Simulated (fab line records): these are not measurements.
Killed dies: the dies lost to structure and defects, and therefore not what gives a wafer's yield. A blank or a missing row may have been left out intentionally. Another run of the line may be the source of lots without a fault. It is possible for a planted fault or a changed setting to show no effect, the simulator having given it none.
Split-lot experiment / flow sfqLine / 5 lots, 23 wafers read, on a route of 325 steps

SPLIT DETAILS
At SFQ_TRILAYER_INCOMING_OXIDATION_002 (target thk 500 nm, ox time 4939 s), the setting oxTimeS was moved away from the recipe's 4939 s on 15 of the 23 wafers read, by -11.0% to +13.5%. This setting was run at the recipe's value on the other wafers.

The reading comes from the split's own step.

THE READING
SiO2_of_TRILAYER_INCOMING_OXIDATION_002.thkNm (the simulator's own value, which no gauge read), in nm, at SFQ_TRILAYER_INCOMING_OXIDATION_002 (target thk 500 nm, ox time 4939 s). No usual value for it is given in the file. Here, 8 wafers ran the recipe; their average is 495.7 nm with a standard deviation of 8.4 nm.

wafer=L074.2; tool, chamber at the split=furnace-02, 0; oxTimeS as run, s=4939; against the recipe=recipe; SiO2_of_TRILAYER_INCOMING_OXIDATION_002.thkNm, nm=485.9; against lot-mates on the recipe=-
wafer=L074.4; tool, chamber at the split=furnace-02, 0; oxTimeS as run, s=4939; against the recipe=recipe; SiO2_of_TRILAYER_INCOMING_OXIDATION_002.thkNm, nm=482.9; against lot-mates on the recipe=-
wafer=L074.6; tool, chamber at the split=furnace-02, 0; oxTimeS as run, s=4939; against the recipe=recipe; SiO2_of_TRILAYER_INCOMING_OXIDATION_002.thkNm, nm=489.2; against lot-mates on the recipe=-
wafer=L075.1; tool, chamber at the split=-, -; oxTimeS as run, s=4939; against the recipe=recipe; SiO2_of_TRILAYER_INCOMING_OXIDATION_002.thkNm, nm=494.9; against lot-mates on the recipe=-
wafer=L075.2; tool, chamber at the split=-, -; oxTimeS as run, s=4939; against the recipe=recipe; SiO2_of_TRILAYER_INCOMING_OXIDATION_002.thkNm, nm=505.2; against lot-mates on the recipe=-
wafer=L075.4; tool, chamber at the split=-, -; oxTimeS as run, s=4939; against the recipe=recipe; SiO2_of_TRILAYER_INCOMING_OXIDATION_002.thkNm, nm=506.2; against lot-mates on the recipe=-
wafer=L075.5; tool, chamber at the split=-, -; oxTimeS as run, s=4939; against the recipe=recipe; SiO2_of_TRILAYER_INCOMING_OXIDATION_002.thkNm, nm=498.8; against lot-mates on the recipe=-
wafer=L075.6; tool, chamber at the split=-, -; oxTimeS as run, s=4939; against the recipe=recipe; SiO2_of_TRILAYER_INCOMING_OXIDATION_002.thkNm, nm=502.6; against lot-mates on the recipe=-
wafer=L078.1; tool, chamber at the split=-, -; oxTimeS as run, s=5606; against the recipe=+13.5%; SiO2_of_TRILAYER_INCOMING_OXIDATION_002.thkNm, nm=532.5; against lot-mates on the recipe=no lot-mate on the recipe
wafer=L078.3; tool, chamber at the split=-, -; oxTimeS as run, s=5606; against the recipe=+13.5%; SiO2_of_TRILAYER_INCOMING_OXIDATION_002.thkNm, nm=545.2; against lot-mates on the recipe=no lot-mate on the recipe
wafer=L078.4; tool, chamber at the split=-, -; oxTimeS as run, s=5606; against the recipe=+13.5%; SiO2_of_TRILAYER_INCOMING_OXIDATION_002.thkNm, nm=534.3; against lot-mates on the recipe=no lot-mate on the recipe
wafer=L078.5; tool, chamber at the split=-, -; oxTimeS as run, s=5606; against the recipe=+13.5%; SiO2_of_TRILAYER_INCOMING_OXIDATION_002.thkNm, nm=539.3; against lot-mates on the recipe=no lot-mate on the recipe
wafer=L078.6; tool, chamber at the split=-, -; oxTimeS as run, s=5606; against the recipe=+13.5%; SiO2_of_TRILAYER_INCOMING_OXIDATION_002.thkNm, nm=532; against lot-mates on the recipe=no lot-mate on the recipe
wafer=L083.1; tool, chamber at the split=-, -; oxTimeS as run, s=5141; against the recipe=+4.1%; SiO2_of_TRILAYER_INCOMING_OXIDATION_002.thkNm, nm=510.8; against lot-mates on the recipe=no lot-mate on the recipe
wafer=L083.2; tool, chamber at the split=-, -; oxTimeS as run, s=5141; against the recipe=+4.1%; SiO2_of_TRILAYER_INCOMING_OXIDATION_002.thkNm, nm=512.1; against lot-mates on the recipe=no lot-mate on the recipe
wafer=L083.4; tool, chamber at the split=-, -; oxTimeS as run, s=5141; against the recipe=+4.1%; SiO2_of_TRILAYER_INCOMING_OXIDATION_002.thkNm, nm=503.6; against lot-mates on the recipe=no lot-mate on the recipe
wafer=L083.5; tool, chamber at the split=-, -; oxTimeS as run, s=5141; against the recipe=+4.1%; SiO2_of_TRILAYER_INCOMING_OXIDATION_002.thkNm, nm=511.5; against lot-mates on the recipe=no lot-mate on the recipe
wafer=L083.6; tool, chamber at the split=-, -; oxTimeS as run, s=5141; against the recipe=+4.1%; SiO2_of_TRILAYER_INCOMING_OXIDATION_002.thkNm, nm=514.4; against lot-mates on the recipe=no lot-mate on the recipe
wafer=L085.1; tool, chamber at the split=-, -; oxTimeS as run, s=4398; against the recipe=-11.0%; SiO2_of_TRILAYER_INCOMING_OXIDATION_002.thkNm, nm=466.5; against lot-mates on the recipe=no lot-mate on the recipe
wafer=L085.2; tool, chamber at the split=-, -; oxTimeS as run, s=4398; against the recipe=-11.0%; SiO2_of_TRILAYER_INCOMING_OXIDATION_002.thkNm, nm=463.6; against lot-mates on the recipe=no lot-mate on the recipe
wafer=L085.3; tool, chamber at the split=-, -; oxTimeS as run, s=4398; against the recipe=-11.0%; SiO2_of_TRILAYER_INCOMING_OXIDATION_002.thkNm, nm=471.3; against lot-mates on the recipe=no lot-mate on the recipe
wafer=L085.4; tool, chamber at the split=-, -; oxTimeS as run, s=4398; against the recipe=-11.0%; SiO2_of_TRILAYER_INCOMING_OXIDATION_002.thkNm, nm=464.4; against lot-mates on the recipe=no lot-mate on the recipe
wafer=L085.6; tool, chamber at the split=-, -; oxTimeS as run, s=4398; against the recipe=-11.0%; SiO2_of_TRILAYER_INCOMING_OXIDATION_002.thkNm, nm=457.7; against lot-mates on the recipe=no lot-mate on the recipe

FIT RESULTS
A straight line over all 23 wafers: SiO2_of_TRILAYER_INCOMING_OXIDATION_002.thkNm changes by +2.96 nm for each +1% of oxTimeS; r = +0.97; the points scatter about the line by 6.4 nm.
Too few moved wafers with a lot-mate on the recipe to fit a line net of each lot's own level.

THE FILE'S OWN FIT
SiO2_of_TRILAYER_INCOMING_OXIDATION_002.thkNm changes by +2.96 nm for each +1% of oxTimeS, r = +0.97.
